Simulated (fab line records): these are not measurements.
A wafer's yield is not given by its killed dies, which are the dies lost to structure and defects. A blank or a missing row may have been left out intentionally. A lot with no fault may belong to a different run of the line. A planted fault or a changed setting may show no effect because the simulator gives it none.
2 desks, one fault ; flow gf180mcu ; each desk holds nothing but its own numbers, with what lay behind them at the end

== THE METROLOGY DESK ==
What the gauges read, lot by lot, whatever tool the lot ran on: means of the sampled wafers that have a number. Any lot whose mean is over 4 standard deviations away from the usual mean is out of limits and marked OUT; that distance is given in the brackets.
Columns: A = M2_ALCU_THK at GF_M2_THK_MEAS_06, usual 451 nm; B = V2_CVD_00_THK at GF_V2_THK_MEAS_01, usual 600 nm; C = V2_BOW at GF_V2_BOW_MEAS_05, usual 100 um; D = V2_W_RS at GF_V2_RS_MEAS_24, usual 0.327 ohm/sq; E = V2_W_THK at GF_V2_THK_MEAS_25, usual 356 nm
lot;first seen here;A;B;C;D;E
L117;day 18 02:17;449;598;92;0.326;348
L118;day 18 07:38;463;607;92;0.333;353
L120;day 19 10:49;448;587;101;0.324;365
L124;day 20 23:37;455;610;100;0.306 (-4.8) OUT;378
L123;day 21 01:47;452;601;96;0.318;369
L125;day 21 10:47;458;597;92;0.323;362
L132;day 23 18:58;447;594;106;0.332;349
L136;day 24 21:11;454;598;94;0.322;369
L137;day 25 06:53;445;597;107;0.327;355
L139;day 25 23:54;446;597;104;0.324;362
L140;day 26 03:32;449;606;100;0.327;359
This desk's finding: out of limits on L124; first on L124, day 23 00:25 (V2_W_RS at GF_V2_RS_MEAS_24). In limits: L117, L118, L120, L123, L125, L132, L136, L137, L139, L140.

== AT THE TOOL OWNER'S DESK: cvd_w-01 ==
The tool's own readings at GF_V2_CVD_23 (deposits W, target thk 350 nm, time 104.94 s): means of the sampled wafers that have a number, for each lot that ran on this tool. Any lot whose mean is over 4 standard deviations away from the usual mean is out of limits and marked OUT; that distance is given in the brackets.
Columns: A = heater_power_w at GF_V2_CVD_23, usual 892 W
lot;first seen here;A
L120;day 21 14:22;873
L124;day 23 00:18;883
L123;day 23 02:18;907
L125;day 23 11:33;896
L132;day 25 15:54;893
L136;day 26 17:08;885
L137;day 27 03:04;889
This desk's verdict: no lot among the 7 shows anything out of limits.

== TAKEN TOGETHER ==
L124 would have let the metrology desk raise an alarm at day 23 00:25.
Nothing out of limits was seen by the tool owner's desk.
On record at the tool owner's desk: L124, within its limits.
GF_V2_CVD_23 was run on cvd_w-01 by each of the lots named.

== WHAT HAD BEEN PUT IN BY THE SIMULATOR ==
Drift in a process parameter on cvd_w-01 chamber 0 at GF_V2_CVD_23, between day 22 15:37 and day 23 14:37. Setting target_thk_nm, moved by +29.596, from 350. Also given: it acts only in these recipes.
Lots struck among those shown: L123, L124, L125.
Delay in hours, fault start to first out-of-limits reading, per desk: metrology desk 9.
